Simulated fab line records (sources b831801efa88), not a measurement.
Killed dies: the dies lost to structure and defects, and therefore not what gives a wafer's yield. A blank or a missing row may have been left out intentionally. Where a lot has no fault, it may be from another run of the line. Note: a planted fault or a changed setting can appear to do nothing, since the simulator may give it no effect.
Struck lot and sound lot, side by side ; flow sfq_line ; 13 out of 325 route steps
Sound: these wafers, L634.1, L634.5, L634.6. Struck: wafers L643.1, L643.6. (L643.2 of the same lot was not struck and is left out.) The cause comes at the end.
At each step with rows: each side's tool, then ch and its chambers, then its first start. Under that, the readings that differ: sound wafers ; struck wafers ; difference of the means ; sigmas: that difference in standard deviations of wafers without a fault.
alike: same words and numbers on both sides, and readings whose means sit less than 2 such deviations apart. not compared: any withheld reading, any reading some wafer has no value for, any bound like >300 that may hide the same value, and any number with overlapping values for which the record gives no deviation.
A row with sigmas, a row that says differs or no value, or rows on one side alone: a step with any of these is where the two part. When numbers do not overlap yet have no deviation, they are printed without sigmas and do not part them. A reading missing from all wafers of one side parts the sides only when that side holds two or more wafers.

first, 1 step without rows for these wafers: SFQ_TRILAYER_M2_DEP_PRE_CLEAN_056 (time 22.5 s).
SFQ_TRILAYER_M2_DEP_SPUTTER_055: material Nb, target thk 200 nm, time 133.3 s.
  struck on pvd_sputter-06, day 33 12:51; sound on pvd_sputter-03, day 30 02:47
  alike: throttle_valve_pct
SFQ_M2_RS_MEAS_914: the measuring method here is four-point-probe.
  struck on film_metro-03, day 33 12:57; sound on film_metro-03, day 30 02:52
reading;sound;struck;difference;sigmas
M2_NB_RS (ohm/sq);0.867 0.876 0.876;0.899 0.914;+0.034;+3
then, 6 steps without rows for these wafers: SFQ_TRILAYER_M2_LITHO_COAT_062 (resist thk 62 nm); SFQ_TRILAYER_M2_LITHO_COAT_057 (resist thk 600 nm); SFQ_TRILAYER_M2_LITHO_SOFTBAKE_061; SFQ_TRILAYER_M2_LITHO_EXPOSE_058 (exposes mask M2, target cd 500 nm); SFQ_TRILAYER_M2_LITHO_PEB_060 (peb time 60 s); SFQ_TRILAYER_M2_LITHO_DEVELOP_059 (time 60 s).
-- the record jumps here: 6 days lie between the struck wafers' starts before and after --
SFQ_M2_OVL_MEAS_916:
  struck on overlay-02, day 39 18:50; sound on overlay-02, day 36 14:37
  alike: M2_OVL
SFQ_TRILAYER_M2_BARC_OPEN_METAL_ETCH_077: etches BARC in O2, target depth 125 nm, time 41.7 s.
  sound on rie_metal-02 ch 0,1, day 36 14:39; struck on rie_metal-03 ch 0, day 39 18:52
  alike: bias_w, drypump_motor_current_A, oes_product_au
  not compared: rf_hours_counter_h
SFQ_TRILAYER_M2_ETCH_METAL_ETCH_060: etches Nb in Cl2/Ar, stops on SiO2, target depth 240 nm, time 120 s.
  sound on rie_metal-02 ch 0,1, day 36 14:42; struck on rie_metal-03 ch 0, day 39 18:56
reading;sound;struck;difference;sigmas
bias_w (W);79.46 79.85 79.51;66.66 66.52;-13.02;-59
oes_product_au (a.u.);0.907 0.901 0.902;0.888 0.883;-0.018;-2
model.KrF_of_TRILAYER_M2_LITHO_COAT_057.thk_nm (nm);378.3 378.5 378.6;392.3 392.1;+13.7;
  alike: drypump_motor_current_A
  not compared: rf_hours_counter_h
SFQ_TRILAYER_M2_STRIP_STRIP_061: strips in O2.
  sound on rie_metal-02 ch 0,1, day 36 14:50; struck on rie_metal-03 ch 0, day 39 19:03
  alike: drypump_motor_current_A, oes_product_au
  not compared: rf_hours_counter_h

## WHERE THEY PART
At SFQ_M2_RS_MEAS_914 first; at SFQ_TRILAYER_M2_ETCH_METAL_ETCH_060 last (within this record only). Later steps at which nothing parts them and some readings are alike: SFQ_TRILAYER_M2_STRIP_STRIP_061.

WHY: the cause the simulator had injected
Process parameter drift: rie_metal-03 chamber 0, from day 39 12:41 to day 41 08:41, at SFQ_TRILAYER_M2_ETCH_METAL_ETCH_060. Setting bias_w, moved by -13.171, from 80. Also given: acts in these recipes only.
